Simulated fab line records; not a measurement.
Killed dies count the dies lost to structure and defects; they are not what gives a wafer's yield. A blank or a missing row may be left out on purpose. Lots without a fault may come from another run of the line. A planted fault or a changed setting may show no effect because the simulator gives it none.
Comparing a struck lot with a sound one | flow sky130 | 17 out of 708 route steps
Sound: wafers L928.2, L928.3, L928.6. Wafers struck: L930.1, L930.4, L930.6. Last of all comes the cause.
Per side, at each step with rows, come the tool, then ch with its chambers, and then its first start. Under that, the readings that differ: sound wafers | struck wafers | difference of the means | sigmas: that difference in standard deviations of wafers without a fault.
alike: readings whose means differ by less than 2 such deviations, and words and numbers that are the same on both sides. not compared: withheld readings, readings that some wafer has no value for, bounds like >300 that may hide the same value, and numbers for which the record gives no deviation and whose values overlap.
The two part at a step that has a row with sigmas, a row that says differs or no value, or rows on one side only. Numbers that don't overlap but have no deviation are shown without sigmas and don't part them. Lack of a reading on every wafer of one side parts them only where that side has two or more wafers.

first, 6 steps without rows for these wafers: SKY_LDD_N_IMPLANT_10; SKY_LDD_N_IMPLANT_11; SKY_LDD_N_IMPLANT_12; SKY_LDD_N_IMPLANT_13; SKY_LDD_N_IMPLANT_14; SKY_LDD_N_IMPLANT_15.
SKY_LDD_N_STRIP_16: strips in O2/N2.
  sound on plasma asher-01 ch 1, day 19 22:28; struck on plasma asher-02 ch 0,1, day 20 21:16
  alike: drypump motor current A, oes product au, strip time to endpoint s
  not compared: rf hours counter h
SKY_LDD_N_TW_MEAS_17:
  struck on film metro-01, day 20 21:22; sound on film metro-03, day 19 22:35
  alike: LDD_N_TW
then, 4 steps without rows for these wafers: SKY_LDD_P_DEHYDRATE_00 (time 60 s); SKY_LDD_P_HMDS_01 (prime time 60 s); SKY_LDD_P_COAT_02 (resist thk 1140 nm); SKY_LDD_P_SOFTBAKE_03 (time 60 s).
SKY_LDD_P_EXPOSE_04: exposes mask PSDM, target cd 380 nm.
  sound on iline stepper-01 ch 0, day 20 13:52; struck on iline stepper-02 ch 0, day 21 12:55
  reading              | sound                | struck               | difference | sigmas
  exposure dose mJ cm2 | 137.98 137.94 137.94 | 101.62 101.77 101.54 | -36.31     | -99 or more
  alike: mask, focus offset nm
then, 2 steps without rows for these wafers: SKY_LDD_P_PEB_05; SKY_LDD_P_DEVELOP_06 (develop time 60 s).
SKY_LDD_P_CD_MEAS_07 targets a cd of 380 nm.
  struck on cd sem-01, day 22 03:58; sound on cd sem-01, day 21 05:06
  reading    | sound             | struck            | difference | sigmas
  cd nm (nm) | 379.1 381.5 380.6 | 291.0 289.7 291.5 | -89.7      | -34
SKY_LDD_P_OVL_MEAS_08:
  struck on overlay-02, day 22 04:05; sound on overlay-02, day 21 05:13
  alike: LDD_P_OVL

WHERE THEY PART
At SKY_LDD_P_EXPOSE_04 first; at SKY_LDD_P_CD_MEAS_07 last (within this record only). Later steps at which nothing parts them and some readings are alike: SKY_LDD_P_OVL_MEAS_08.

WHY: what the simulator had put in
Drift in process parameters on iline stepper-02 at SKY_LDD_P_EXPOSE_04, starting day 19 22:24. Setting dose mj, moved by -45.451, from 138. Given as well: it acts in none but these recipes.
